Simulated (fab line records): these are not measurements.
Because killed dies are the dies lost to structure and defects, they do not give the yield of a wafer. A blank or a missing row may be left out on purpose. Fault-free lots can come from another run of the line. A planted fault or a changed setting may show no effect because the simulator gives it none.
Comparing a struck lot with a sound one	flow sky130	17 steps out of a route of 708
Sound: these wafers, L956.1, L956.3, L956.4. The struck wafers were L959.1, L959.2, L959.5. At the end, the cause is stated.
Per side, at each step with rows, come the tool, then ch with its chambers, and then its first start. Under that, the readings that differ: sound wafers	struck wafers	difference of the means	sigmas: that difference in standard deviations of wafers without a fault.
alike: a reading whose means differ by less than 2 such deviations, as well as words and numbers matching on both sides. not compared: withheld readings; readings where some wafer has no value; bounds like >300 that might hide an equal value; numbers whose values overlap and for which the record gives no deviation.
Wherever a step has rows on one side only, a row that says differs or no value, or a row with sigmas, the two part there. Numbers that have no deviation but don't overlap get no sigmas and don't part them. A reading missing from all wafers of one side parts the sides only when that side holds two or more wafers.

SKY_VT_ADJUST_LVTN_OVL_MEAS_07:
  sound on overlay-01 at day 9 02:11; struck on overlay-01 at day 10 07:08
  alike: VT_ADJUST_LVTN_OVL
following that, these wafers have no rows for 1 step: SKY_VT_ADJUST_LVTN_IMPLANT_08.
SKY_VT_ADJUST_LVTN_STRIP_09: strips in O2/N2.
  sound on plasma asher-02 ch 0,1, day 9 02:22; struck on plasma asher-01 ch 0,1, day 10 07:20
reading	sound	struck	difference	sigmas
oes product au (a.u.)	0.718 0.717 0.719	0.728 0.734 0.723	+0.010	+2
  alike: drypump motor current A, strip time to endpoint s
  not compared: rf hours counter h
SKY_VT_ADJUST_LVTN_TW_MEAS_10:
  sound on film metro-01 at day 9 02:28; struck on film metro-01 at day 10 07:26
  alike: VT_ADJUST_LVTN_TW
then, 7 steps without rows for these wafers: SKY_VT_ADJUST_LVTN_DEHYDRATE_11 (time 60 s); SKY_VT_ADJUST_LVTN_HMDS_12 (prime time 60 s); SKY_VT_ADJUST_LVTN_COAT_13 (resist thk 1148 nm); SKY_VT_ADJUST_LVTN_SOFTBAKE_14 (time 60 s); SKY_VT_ADJUST_LVTN_EXPOSE_15 (exposes mask HVN STD DERIVED, target cd 600 nm); SKY_VT_ADJUST_LVTN_PEB_16; SKY_VT_ADJUST_LVTN_DEVELOP_17 (develop time 60 s).
SKY_VT_ADJUST_LVTN_OVL_MEAS_18:
  sound on overlay-01 at day 9 23:02; struck on overlay-01 at day 11 06:29
  alike: VT_ADJUST_LVTN_01_OVL
SKY_VT_ADJUST_LVTN_IMPLANT_19:
  sound on implanter-04 ch 0, day 9 23:05; struck on implanter-04 ch 0, day 11 06:32
reading	sound	struck	difference	sigmas
dose ions cm2	6.492e+11 6.499e+11 6.491e+11	4.26e+11 4.253e+11 4.256e+11	-2.24e+11	-99 or more
faraday current uA	3.59 3.59 3.44	2.31 2.41 2.34	-1.19	-15
SKY_VT_ADJUST_LVTN_STRIP_20: strips in O2/N2.
  sound on plasma asher-02 ch 0,1, day 9 23:14; struck on plasma asher-01 ch 0,1, day 11 06:41
  alike: drypump motor current A, oes product au, strip time to endpoint s
  not compared: rf hours counter h
SKY_VT_ADJUST_LVTN_TW_MEAS_21:
  sound on film metro-04 at day 9 23:20; struck on film metro-03 at day 11 06:47
reading	sound	struck	difference	sigmas
VT_ADJUST_LVTN_2_TW	190.6 189.7 188.8	165.3 165.1 165.8	-24.3	-15
then, 1 step without rows for these wafers: SKY_VT_ADJUST_NCORE_DEHYDRATE_00 (time 60 s).
-- a jump in the record: the struck wafers' starts before and after are 38 days apart (it breaks off in module VT_ADJUST_NCORE and resumes in module PAD_OPEN, where the first step shown is number 708 of the route) --
SKY_PAD_OPEN_PROBE_99:
  sound on prober-02 at day 48 01:32; struck on prober-01 at day 49 01:13
reading	sound	struck	difference	sigmas
model.etest.res pwell under gate.rs ohm sq	2294 2293 2292	2333 2308 2343	+35	
model.etest.nfet_16v.body rise v (V)	0.6707 0.68 0.6723	0.6436 0.6367 0.633	-0.0366	
model.etest.nfet g5v0d10v5.body rise v (V)	0.6714 0.6785 0.6743	0.6418 0.6368 0.6325	-0.0377	
model.etest.nfet g5v0d10v5.vt sat v (V)	0.7676 0.7692 0.7705	0.7496 0.7376 0.7348	-0.0284	
model.etest.nfet g5v0d10v5.vt v (V)	0.8209 0.8267 0.8277	0.811 0.7998 0.7929	-0.024	
  alike: killed_at_M0_to_M3, killed_at_M4_up, killed at contacts, killed at front end, killed at other, killed dies, killed open, killed short

== WHERE THEY PART ==
Earliest at SKY_VT_ADJUST_LVTN_STRIP_09; latest, in this record, at SKY_VT_ADJUST_LVTN_TW_MEAS_21. Later steps at which nothing parts them and some readings are alike: SKY_PAD_OPEN_PROBE_99.

WHY: what the simulator had put in
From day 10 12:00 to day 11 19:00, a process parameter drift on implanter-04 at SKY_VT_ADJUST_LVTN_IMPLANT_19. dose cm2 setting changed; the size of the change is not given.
